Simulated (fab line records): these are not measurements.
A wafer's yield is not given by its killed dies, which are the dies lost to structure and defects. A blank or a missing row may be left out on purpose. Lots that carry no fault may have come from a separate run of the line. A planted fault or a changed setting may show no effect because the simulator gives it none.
fab line records	flow gf180mcu
record: lots: 24	wafers: 72	last-day: 34
route steps=602 shown M2@363 V2@399 M3@409 V5@555
lots that met no fault: from a run of the same line without faults
start-h: hours from the record's opening day to when the first of the lot's shown wafers began	wait-h: hours elapsed since this lot's preceding step	" as in the row above	L1.1+2: one row covering several wafers at once	- no value, or no start given	* or withheld: withheld	< > ~ a bound
route shown NAME@n: NAME is a module with steps in the file, n the number in the route of the first one	usual: the fault-free wafers' mean and standard deviation	same: alike in all rows	chamber/n: place in a boat	sites: per-site readings	_std_site: standard deviation across them	_edge_site: mean of outer sites minus mean of inner sites	radius-mm: for every site, how far away it sits from the centre of the wafer	mask NAME#n: copy n	behind: tool/chamber where the wafer was last shaped	hold: cause of the lot's hold/its duration in hours/its outcome	device: whichever transistor did not switch (one of n, p or np)	end of line: the tests these same wafers got at the end of their route	step lacking rows: just its recipe	killed: at the first sort, the dies lost to defects and structure; wafer yield is something else	map: dies across one wafer; x = killed, . = not, _ = none there
set.NAME: the setting as run; set.NAME@STEP: as run at that earlier step	model.NAME: the simulator's own value behind a step, which no gauge read
steps of the route over a sample of lots; a table a step, a row a wafer
services: when a tool's chamber went out of use (start-h, in hours from the record's first day, below 0 if earlier), for how many hours, and the reason
== steps ==
step: GF_M2_SPUTTER_01
recipe: material: TiN	target-thk-nm: 30	power-w: 6500	time-s: 25	chamber-pressure-pa: 0.4
usual: chamber-pressure-pa: 0.4000/0.00087	throttle-valve-pct: 30.2/0.81
lot.wafer	tool	chamber	start-h	wait-h	chamber-pressure-pa	throttle-valve-pct
L074.1	pvd-sputter-01	-	406.89	0.1	0.4001	30.2
L074.4	"	-	"	"	0.4009	29.3
L074.6	"	-	"	"	0.3991	30.3
L075.3	pvd-sputter-01	-	416.88	0.1	0.4003	29.2
L075.4	"	-	"	"	0.4000	30.2
L075.5	"	-	"	"	0.3987	29.2
L076.3	pvd-sputter-03	-	427.16	0.1	0.4010	29.1
L076.4	"	-	"	"	0.3998	30.1
L076.5	"	-	"	"	0.3992	29.9
L077.1	pvd-sputter-04	-	442.07	0.1	0.4001	30.6
L077.3	"	-	"	"	0.4007	30.9
L077.6	"	-	"	"	0.4007	30.0
L078.2	pvd-sputter-04	-	452.02	0.1	0.4000	30.8
L078.3	"	-	"	"	0.4004	30.5
L078.6	"	-	"	"	0.3997	31.2
L079.2	pvd-sputter-01	-	467.12	0.1	0.4003	30.4
L079.3	"	-	"	"	0.3992	32.0
L079.6	"	-	"	"	0.3986	29.2
L080.1	pvd-sputter-04	-	476.59	0.1	0.3993	31.1
L080.2	"	-	"	"	0.3989	30.7
L080.5	"	-	"	"	0.3994	30.9
L081.3	pvd-sputter-03	-	484.27	0.1	0.4002	29.1
L081.4	"	-	"	"	0.3999	29.9
L081.5	"	-	"	"	0.3999	30.0
L082.2	pvd-sputter-04	-	501.03	0.1	0.3977	30.6
L082.3	"	-	"	"	0.4020	30.9
L082.4	"	-	"	"	0.4002	29.9
L083.2	pvd-sputter-04	-	507.72	0.1	0.3998	30.9
L083.4	"	-	"	"	0.4008	30.7
L083.5	"	-	"	"	0.3985	29.9
L084.2	pvd-sputter-03	-	508.43	0.1	0.3991	30.1
L084.3	"	-	"	"	0.4002	30.4
L084.5	"	-	"	"	0.3995	29.1
L085.1	pvd-sputter-03	-	515.57	0.1	0.4009	29.0
L085.2	"	-	"	"	0.3994	29.6
L085.6	"	-	"	"	0.4017	30.0
L086.3	pvd-sputter-04	-	521.73	0.1	0.4002	31.1
L086.5	"	-	"	"	0.3993	30.9
L086.6	"	-	"	"	0.3997	31.1
L087.2	pvd-sputter-04	-	530.84	0.1	0.4003	30.9
L087.3	"	-	"	"	0.4002	30.9
L087.4	"	-	"	"	0.4006	29.9
L088.1	pvd-sputter-03	-	542.63	0.1	0.4008	30.4
L088.2	"	-	"	"	0.3997	30.2
L088.5	"	-	"	"	0.4000	30.2
L089.1	pvd-sputter-03	-	548.16	0.1	0.3996	29.2
L089.4	"	-	"	"	0.3995	30.2
L089.6	"	-	"	"	0.3997	30.5
L090.2	pvd-sputter-03	-	554.93	0.1	0.3986	30.0
L090.3	"	-	"	"	0.3994	29.1
L090.6	"	-	"	"	0.3996	30.6
L091.2	pvd-sputter-01	-	559.94	0.1	0.4000	29.3
L091.3	"	-	"	"	0.4000	32.0
L091.6	"	-	"	"	0.4001	29.5
L092.1	pvd-sputter-01	-	568.91	0.1	0.3985	31.9
L092.3	"	-	"	"	0.4003	29.4
L092.4	"	-	"	"	0.4005	30.3
L093.1	pvd-sputter-01	-	578.43	0.1	0.3998	29.5
L093.3	"	-	"	"	0.4003	29.3
L093.5	"	-	"	"	0.3998	29.4
L094.2	pvd-sputter-03	-	582.65	0.1	0.4011	30.6
L094.5	"	-	"	"	0.4002	30.7
L094.6	"	-	"	"	0.4017	30.0
L095.2	pvd-sputter-03	-	603.51	0.1	0.3985	30.2
L095.4	"	-	"	"	0.3992	29.7
L095.6	"	-	"	"	0.3997	29.1
L096.2	pvd-sputter-01	-	603.67	0.1	0.4010	32.1
L096.4	"	-	"	"	0.3997	29.3
L096.6	"	-	"	"	0.4014	31.8
L097.3	pvd-sputter-01	-	607.33	0.1	0.4021	29.4
L097.5	"	-	"	"	0.3985	31.8
L097.6	"	-	"	"	0.4023	29.2
step: GF_V2_ETCH_17
recipe: chemistry: C4F8/O2/Ar	mask-material: KrF	target: SiO2	stop-on: TiN	source-w: 1500	bias-w: 1200	pressure-mtorr: 40	c4f8-flow-sccm: withheld	O2_flow_sccm: 6	Ar_flow_sccm: 300	time-s: withheld	target-depth-a: 6300
usual: chamber-pressure-mTorr: 40.00/0.033	oes-product-au: 0.856/0.0044
lot.wafer	tool	chamber	start-h	wait-h	chamber-pressure-mTorr	oes-product-au
L074.1	rie-diel-02	2	-	-	40.00	0.865
L074.4	"	3	"	"	39.98	0.858
L074.6	"	3	"	"	40.02	0.849
L075.3	rie-diel-02	0	-	-	40.00	0.853
L075.4	"	2	"	"	40.11	0.859
L075.5	"	1	"	"	39.96	0.859
L076.3	rie-diel-02	2	-	-	40.01	0.861
L076.4	"	3	"	"	39.97	0.856
L076.5	"	1	"	"	40.09	0.860
L077.1	rie-diel-03	1	-	-	40.01	0.850
L077.3	"	2	"	"	39.98	0.855
L077.6	"	0	"	"	39.96	0.857
L078.2	rie-diel-02	3	-	-	40.03	0.856
L078.3	"	0	"	"	40.03	0.853
L078.6	"	0	"	"	40.00	0.857
L079.2	rie-diel-02	1	-	-	39.90	0.857
L079.3	"	2	"	"	39.96	0.853
L079.6	"	0	"	"	40.07	0.857
L080.1	rie-diel-03	0	-	-	39.97	0.853
L080.2	"	1	"	"	39.98	0.855
L080.5	"	1	"	"	40.02	0.860
L081.3	rie-diel-03	1	-	-	39.97	0.857
L081.4	"	3	"	"	39.99	0.857
L081.5	"	1	"	"	39.99	0.854
L082.2	rie-diel-01	1	-	-	40.00	0.865
L082.3	"	2	"	"	39.98	0.858
L082.4	"	3	"	"	40.01	0.852
L083.2	rie-diel-02	0	-	-	40.03	0.852
L083.4	"	2	"	"	40.04	0.853
L083.5	"	1	"	"	39.96	0.858
L084.2	rie-diel-01	2	-	-	40.05	0.856
L084.3	"	3	"	"	39.98	0.853
L084.5	"	2	"	"	39.99	0.857
L085.1	rie-diel-03	2	-	-	40.00	0.863
L085.2	"	3	"	"	40.02	0.863
L085.6	"	1	"	"	40.10	0.858
L086.3	rie-diel-02	3	-	-	40.03	0.860
L086.5	"	3	"	"	40.00	0.856
L086.6	"	2	"	"	40.05	0.856
L087.2	rie-diel-01	1	-	-	39.92	0.858
L087.3	"	0	"	"	40.01	0.861
L087.4	"	2	"	"	39.92	0.857
L088.1	rie-diel-02	2	-	-	40.00	0.868
L088.2	"	1	"	"	40.00	0.852
L088.5	"	2	"	"	40.01	0.855
L089.1	rie-diel-03	1	-	-	40.03	0.854
L089.4	"	0	"	"	39.99	0.858
L089.6	"	3	"	"	39.95	0.849
L090.2	rie-diel-02	3	-	-	39.99	0.856
L090.3	"	0	"	"	39.98	0.856
L090.6	"	0	"	"	40.02	0.848
L091.2	rie-diel-03	3	-	-	39.96	0.858
L091.3	"	1	"	"	39.97	0.850
L091.6	"	0	"	"	39.94	0.860
L092.1	rie-diel-03	0	-	-	39.95	0.858
L092.3	"	3	"	"	40.02	0.858
L092.4	"	2	"	"	39.97	0.862
L093.1	rie-diel-01	3	-	-	40.01	0.848
L093.3	"	2	"	"	39.98	0.854
L093.5	"	1	"	"	40.00	0.862
L094.2	rie-diel-03	1	-	-	40.01	0.853
L094.5	"	3	"	"	39.97	0.857
L094.6	"	2	"	"	40.03	0.860
L095.2	rie-diel-02	3	-	-	40.02	0.856
L095.4	"	0	"	"	40.00	0.857
L095.6	"	2	"	"	40.06	0.858
L096.2	rie-diel-01	3	-	-	40.02	0.860
L096.4	"	0	"	"	40.00	0.848
L096.6	"	2	"	"	39.99	0.854
L097.3	rie-diel-03	0	-	-	39.99	0.856
L097.5	"	0	"	"	39.99	0.858
L097.6	"	3	"	"	39.98	0.864
step: GF_M3_SPUTTER_00
recipe: material: Ti	target-thk-nm: 37.5	arriving-ion-energy-ev: 80	substrate-temp-c: 200	chamber-pressure-pa: 2	power-w: 4000	time-s: 150
usual: chamber-pressure-pa: 2.000/0.004	throttle-valve-pct: 30.1/0.96
lot.wafer	tool	chamber	start-h	wait-h	chamber-pressure-pa	throttle-valve-pct
L074.1	pvd-sputter-01	-	458.88	0.2	2.002	29.5
L074.4	"	-	"	"	2.004	30.1
L074.6	"	-	"	"	1.999	30.3
L075.3	pvd-sputter-02	-	469.52	0.1	2.005	30.4
L075.4	"	-	"	"	2.003	28.1
L075.5	"	-	"	"	1.999	30.5
L076.3	pvd-sputter-02	-	478.62	0.1	1.994	31.3
L076.4	"	-	"	"	1.999	30.5
L076.5	"	-	"	"	1.994	30.4
L077.1	pvd-sputter-03	-	494.29	0.2	1.991	29.8
L077.3	"	-	"	"	2.001	30.0
L077.6	"	-	"	"	1.996	30.0
L078.2	pvd-sputter-02	-	502.72	0.2	2.010	31.4
L078.3	"	-	"	"	1.990	30.4
L078.6	"	-	"	"	2.008	30.5
L079.2	pvd-sputter-03	-	517.08	0.2	1.995	30.2
L079.3	"	-	"	"	1.997	29.1
L079.6	"	-	"	"	1.996	30.1
L080.1	pvd-sputter-01	-	527.07	0.2	2.000	32.0
L080.2	"	-	"	"	1.997	29.2
L080.5	"	-	"	"	2.000	29.5
L081.3	pvd-sputter-01	-	533.29	0.1	2.001	32.0
L081.4	"	-	"	"	2.007	30.6
L081.5	"	-	"	"	1.999	30.1
L082.2	pvd-sputter-01	-	550.89	0.1	1.999	29.4
L082.3	"	-	"	"	2.003	29.1
L082.4	"	-	"	"	1.996	30.3
L083.2	pvd-sputter-03	-	556.08	0.1	1.999	30.4
L083.4	"	-	"	"	2.005	28.8
L083.5	"	-	"	"	1.995	30.2
L084.2	pvd-sputter-01	-	557.13	0.1	2.003	29.5
L084.3	"	-	"	"	2.000	31.9
L084.5	"	-	"	"	2.002	32.1
L085.1	pvd-sputter-03	-	564.24	0.2	2.005	30.3
L085.2	"	-	"	"	2.001	29.8
L085.6	"	-	"	"	1.998	30.4
L086.3	pvd-sputter-03	-	569.77	0.1	1.997	28.7
L086.5	"	-	"	"	1.993	30.7
L086.6	"	-	"	"	2.003	29.0
L087.2	pvd-sputter-03	-	578.93	0.1	2.007	30.0
L087.3	"	-	"	"	1.999	30.6
L087.4	"	-	"	"	2.004	30.3
L088.1	pvd-sputter-01	-	588.44	0.1	2.004	30.1
L088.2	"	-	"	"	2.000	29.1
L088.5	"	-	"	"	2.002	29.1
L089.1	pvd-sputter-03	-	596.22	0.1	2.001	30.5
L089.4	"	-	"	"	2.003	29.8
L089.6	"	-	"	"	2.002	29.9
L090.2	pvd-sputter-03	-	601.93	0.2	2.004	30.0
L090.3	"	-	"	"	1.995	30.2
L090.6	"	-	"	"	2.004	30.7
L091.2	pvd-sputter-01	-	605.61	0.1	2.004	29.5
L091.3	"	-	"	"	1.993	28.9
L091.6	"	-	"	"	2.002	29.2
L092.1	pvd-sputter-01	-	613.76	0.2	1.997	29.3
L092.3	"	-	"	"	2.008	32.1
L092.4	"	-	"	"	2.000	29.8
L093.1	pvd-sputter-03	-	623.31	0.2	1.996	30.1
L093.3	"	-	"	"	2.004	29.8
L093.5	"	-	"	"	2.000	29.7
L094.2	pvd-sputter-01	-	628.06	0.1	2.004	29.3
L094.5	"	-	"	"	2.000	32.1
L094.6	"	-	"	"	2.009	30.4
L096.2	pvd-sputter-01	-	647.01	0.2	2.003	29.4
L096.4	"	-	"	"	2.003	30.2
L096.6	"	-	"	"	2.000	30.4
L095.2	pvd-sputter-03	-	647.34	0.2	2.002	29.2
L095.4	"	-	"	"	1.997	30.2
L095.6	"	-	"	"	2.005	29.1
L097.3	pvd-sputter-02	-	650.46	0.2	2.001	28.3
L097.5	"	-	"	"	2.005	31.3
L097.6	"	-	"	"	2.002	30.5
step: GF_V5_OVL_MEAS_15
usual: V5_OVL: 2/6.2
lot.wafer	tool	chamber	start-h	wait-h	V5_OVL[nm]
L074.1	overlay-01	-	624.97	0.1	-8
L074.4	"	-	"	"	5
L074.6	"	-	"	"	8
L075.3	overlay-01	-	633.04	0.1	7
L075.4	"	-	"	"	5
L075.5	"	-	"	"	8
L076.3	overlay-01	-	640.15	0.1	1
L076.4	"	-	"	"	-4
L076.5	"	-	"	"	-3
L077.1	overlay-01	-	651.98	0.1	14
L077.3	"	-	"	"	18
L077.6	"	-	"	"	3
L078.2	overlay-01	-	661.34	0.1	-2
L078.3	"	-	"	"	-4
L078.6	"	-	"	"	-2
L079.2	overlay-02	-	672.92	0.1	-8
L079.3	"	-	"	"	1
L079.6	"	-	"	"	-7
L080.1	overlay-02	-	681.69	0.1	11
L080.2	"	-	"	"	-1
L080.5	"	-	"	"	7
L081.3	overlay-02	-	686.80	0.1	14
L081.4	"	-	"	"	8
L081.5	"	-	"	"	1
L082.2	overlay-01	-	703.72	0.1	-11
L082.3	"	-	"	"	0
L082.4	"	-	"	"	-7
L083.2	overlay-01	-	706.40	0.1	-10
L083.4	"	-	"	"	-9
L083.5	"	-	"	"	-4
L084.2	overlay-01	-	706.70	0.1	6
L084.3	"	-	"	"	5
L084.5	"	-	"	"	2
L085.1	overlay-02	-	710.84	0.1	2
L085.2	"	-	"	"	-1
L085.6	"	-	"	"	2
L086.3	overlay-02	-	716.39	0.1	9
L086.5	"	-	"	"	11
L086.6	"	-	"	"	6
L087.2	overlay-01	-	724.52	0.1	5
L087.3	"	-	"	"	8
L087.4	"	-	"	"	5
L088.1	overlay-01	-	730.23	0.1	-6
L088.2	"	-	"	"	1
L088.5	"	-	"	"	-2
L089.1	overlay-02	-	738.44	0.1	8
L089.4	"	-	"	"	14
L089.6	"	-	"	"	12
L090.2	overlay-01	-	740.97	0.1	-3
L090.3	"	-	"	"	2
L090.6	"	-	"	"	0
L091.2	overlay-02	-	747.99	0.1	3
L091.3	"	-	"	"	-7
L091.6	"	-	"	"	0
L092.1	overlay-02	-	752.34	0.1	7
L092.3	"	-	"	"	11
L092.4	"	-	"	"	13
L093.1	overlay-01	-	760.84	0.1	4
L093.3	"	-	"	"	8
L093.5	"	-	"	"	-3
L094.2	overlay-02	-	765.76	0.1	2
L094.5	"	-	"	"	6
L094.6	"	-	"	"	1
L096.2	overlay-02	-	781.09	0.1	3
L096.4	"	-	"	"	-5
L096.6	"	-	"	"	-2
L095.2	overlay-02	-	781.59	0.1	1
L095.4	"	-	"	"	-9
L095.6	"	-	"	"	-4
L097.3	overlay-02	-	782.04	0.1	-6
L097.5	"	-	"	"	-7
L097.6	"	-	"	"	-6
step: GF_V5_ETCH_17
recipe: chemistry: C4F8/O2/Ar	mask-material: KrF	target: SiO2	stop-on: TiN	source-w: 1500	bias-w: 1200	pressure-mtorr: 40	c4f8-flow-sccm: withheld	O2_flow_sccm: 6	Ar_flow_sccm: 300	time-s: withheld	target-depth-a: 8550
usual: chamber-pressure-mTorr: 40.00/0.04	oes-product-au: 0.860/0.0044
lot.wafer	tool	chamber	start-h	wait-h	chamber-pressure-mTorr	oes-product-au
L074.1	rie-diel-02	2	-	-	40.06	0.865
L074.4	"	0	"	"	39.98	0.853
L074.6	"	3	"	"	39.98	0.855
L075.3	rie-diel-03	2	-	-	40.11	0.859
L075.4	"	3	"	"	39.97	0.859
L075.5	"	1	"	"	39.99	0.857
L076.3	rie-diel-03	2	-	-	39.97	0.856
L076.4	"	3	"	"	40.04	0.863
L076.5	"	2	"	"	39.99	0.858
L077.1	rie-diel-01	3	-	-	40.01	0.864
L077.3	"	0	"	"	39.92	0.860
L077.6	"	1	"	"	39.99	0.866
L078.2	rie-diel-02	3	-	-	40.05	0.859
L078.3	"	0	"	"	40.03	0.860
L078.6	"	0	"	"	40.00	0.867
L079.2	rie-diel-01	1	-	-	40.01	0.867
L079.3	"	3	"	"	39.91	0.856
L079.6	"	1	"	"	39.94	0.868
L080.1	rie-diel-02	3	-	-	39.98	0.860
L080.2	"	2	"	"	39.99	0.861
L080.5	"	3	"	"	39.96	0.851
L081.3	rie-diel-01	0	-	-	40.00	0.865
L081.4	"	1	"	"	39.98	0.868
L081.5	"	3	"	"	39.93	0.858
L082.2	rie-diel-01	0	-	-	39.97	0.861
L082.3	"	3	"	"	39.98	0.860
L082.4	"	2	"	"	39.98	0.848
L083.2	rie-diel-01	2	-	-	39.97	0.868
L083.4	"	3	"	"	40.01	0.855
L083.5	"	3	"	"	39.99	0.856
L084.2	rie-diel-02	0	-	-	40.05	0.864
L084.3	"	3	"	"	40.02	0.864
L084.5	"	3	"	"	39.96	0.863
L085.1	rie-diel-02	2	-	-	39.98	0.862
L085.2	"	1	"	"	39.95	0.864
L085.6	"	1	"	"	40.02	0.858
L086.3	rie-diel-02	2	-	-	40.06	0.857
L086.5	"	2	"	"	39.98	0.864
L086.6	"	1	"	"	40.02	0.868
L087.2	rie-diel-03	2	-	-	39.97	0.869
L087.3	"	3	"	"	40.01	0.859
L087.4	"	0	"	"	40.01	0.863
L088.1	rie-diel-02	3	-	-	39.93	0.857
L088.2	"	2	"	"	40.04	0.858
L088.5	"	0	"	"	39.98	0.864
L089.1	rie-diel-03	1	-	-	40.05	0.859
L089.4	"	3	"	"	40.07	0.863
L089.6	"	1	"	"	40.03	0.862
L090.2	rie-diel-01	0	-	-	40.03	0.861
L090.3	"	3	"	"	39.99	0.857
L090.6	"	1	"	"	39.95	0.856
L091.2	rie-diel-03	3	-	-	40.01	0.857
L091.3	"	0	"	"	40.02	0.857
L091.6	"	1	"	"	39.98	0.859
L092.1	rie-diel-03	0	-	-	40.01	0.854
L092.3	"	1	"	"	40.01	0.862
L092.4	"	3	"	"	40.03	0.860
L093.1	rie-diel-03	2	-	-	39.99	0.865
L093.3	"	3	"	"	39.95	0.861
L093.5	"	3	"	"	39.93	0.857
L094.2	rie-diel-02	3	-	-	40.05	0.855
L094.5	"	3	"	"	39.97	0.867
L094.6	"	1	"	"	39.99	0.863
L096.2	rie-diel-01	0	-	-	40.04	0.860
L096.4	"	2	"	"	40.00	0.861
L096.6	"	2	"	"	39.94	0.854
L095.2	rie-diel-02	2	-	-	40.03	0.856
L095.4	"	1	"	"	40.02	0.860
L095.6	"	3	"	"	40.00	0.856
L097.3	rie-diel-03	3	-	-	39.99	0.858
L097.5	"	0	"	"	40.02	0.852
L097.6	"	1	"	"	40.07	0.857
step: GF_V5_RS_MEAS_24
recipe: thk-meas-gauge: four-point-probe	reads: W_of_V5_CVD_23+TiN_of_V5_SPUTTER_22+Ti_of_V5_SPUTTER_21
usual: V5_W_RS: 0.3270/0.0027
lot.wafer	tool	chamber	start-h	wait-h	V5_W_RS[ohm/sq]
L074.1	film-metro-01	-	625.90	0.1	0.3303
L074.4	"	-	"	"	0.3237
L074.6	"	-	"	"	0.3271
L075.3	film-metro-04	-	634.02	0.1	0.3275
L075.4	"	-	"	"	0.3216
L075.5	"	-	"	"	0.3256
L076.3	film-metro-04	-	641.11	0.1	0.3248
L076.4	"	-	"	"	0.3257
L076.5	"	-	"	"	0.3267
L077.1	film-metro-01	-	652.92	0.1	0.3314
L077.3	"	-	"	"	0.3251
L077.6	"	-	"	"	0.3313
L078.2	film-metro-01	-	662.30	0.1	0.3271
L078.3	"	-	"	"	0.3241
L078.6	"	-	"	"	0.3279
L079.2	film-metro-04	-	673.92	0.1	0.3263
L079.3	"	-	"	"	0.3281
L079.6	"	-	"	"	0.3294
L080.1	film-metro-01	-	682.62	0.1	0.3230
L080.2	"	-	"	"	0.3174
L080.5	"	-	"	"	0.3196
L081.3	film-metro-01	-	687.76	0.1	0.3254
L081.4	"	-	"	"	0.3282
L081.5	"	-	"	"	0.3241
L082.2	film-metro-01	-	704.70	0.1	0.3242
L082.3	"	-	"	"	0.3244
L082.4	"	-	"	"	0.3276
L083.2	film-metro-01	-	707.35	0.1	0.3296
L083.4	"	-	"	"	0.3282
L083.5	"	-	"	"	0.3275
L084.2	film-metro-01	-	707.65	0.1	0.3288
L084.3	"	-	"	"	0.3280
L084.5	"	-	"	"	0.3246
L085.1	film-metro-04	-	711.77	0.1	0.3246
L085.2	"	-	"	"	0.3227
L085.6	"	-	"	"	0.3305
L086.3	film-metro-04	-	717.36	0.1	0.3266
L086.5	"	-	"	"	0.3285
L086.6	"	-	"	"	0.3263
L087.2	film-metro-01	-	725.47	0.1	0.3301
L087.3	"	-	"	"	0.3287
L087.4	"	-	"	"	0.3333
L088.1	film-metro-03	-	731.17	0.1	0.3231
L088.2	"	-	"	"	0.3290
L088.5	"	-	"	"	0.3280
L089.1	film-metro-04	-	739.37	0.1	0.3257
L089.4	"	-	"	"	0.3257
L089.6	"	-	"	"	0.3246
L090.2	film-metro-04	-	741.92	0.1	0.3274
L090.3	"	-	"	"	0.3247
L090.6	"	-	"	"	0.3228
L091.2	film-metro-04	-	748.98	0.1	0.3284
L091.3	"	-	"	"	0.3275
L091.6	"	-	"	"	0.3308
L092.1	film-metro-04	-	753.27	0.1	0.3258
L092.3	"	-	"	"	0.3293
L092.4	"	-	"	"	0.3246
L093.1	film-metro-01	-	761.79	0.1	0.3295
L093.3	"	-	"	"	0.3275
L093.5	"	-	"	"	0.3286
L094.2	film-metro-03	-	766.71	0.1	0.3259
L094.5	"	-	"	"	0.3296
L094.6	"	-	"	"	0.3299
L096.2	film-metro-01	-	782.04	0.1	0.3295
L096.4	"	-	"	"	0.3294
L096.6	"	-	"	"	0.3276
L095.2	film-metro-01	-	782.54	0.1	0.3281
L095.4	"	-	"	"	0.3277
L095.6	"	-	"	"	0.3278
L097.3	film-metro-03	-	783.00	0.1	0.3296
L097.5	"	-	"	"	0.3307
L097.6	"	-	"	"	0.3279
== services ==
tool	chamber	start-h	hours	kind
pvd-sputter-03	-	414.32	0.8	repair
rie-diel-02	3	454.48	2.2	repair
pvd-sputter-03	-	457.82	5.1	repair
rie-diel-02	0	472.02	4.6	repair
pvd-sputter-02	-	495.76	2.2	repair
rie-diel-01	0	521.60	5.8	repair
rie-diel-03	2	521.82	12.1	repair
pvd-sputter-02	-	527.34	9.0	repair
rie-diel-03	2	542.11	2.7	repair
rie-diel-02	1	555.07	-	clean
rie-diel-02	1	555.07	27.0	scheduled-down
rie-diel-02	1	555.07	27.0	vent-cycle
pvd-sputter-04	-	568.06	3.3	repair
pvd-sputter-03	1	574.00	-	consumable-replace:kit
rie-diel-02	0	578.64	12.3	repair
rie-diel-01	-	586.15	0.1	repair
pvd-sputter-02	-	625.42	4.3	repair
pvd-sputter-03	-	633.40	2.4	repair
rie-diel-03	1	640.13	8.3	repair
pvd-sputter-02	-	663.11	10.1	repair
rie-diel-02	-	686.52	14.6	pm
pvd-sputter-03	-	697.76	2.2	repair
pvd-sputter-04	-	714.12	8.8	repair
rie-diel-02	3	752.79	2.6	repair
== key ==
fault none
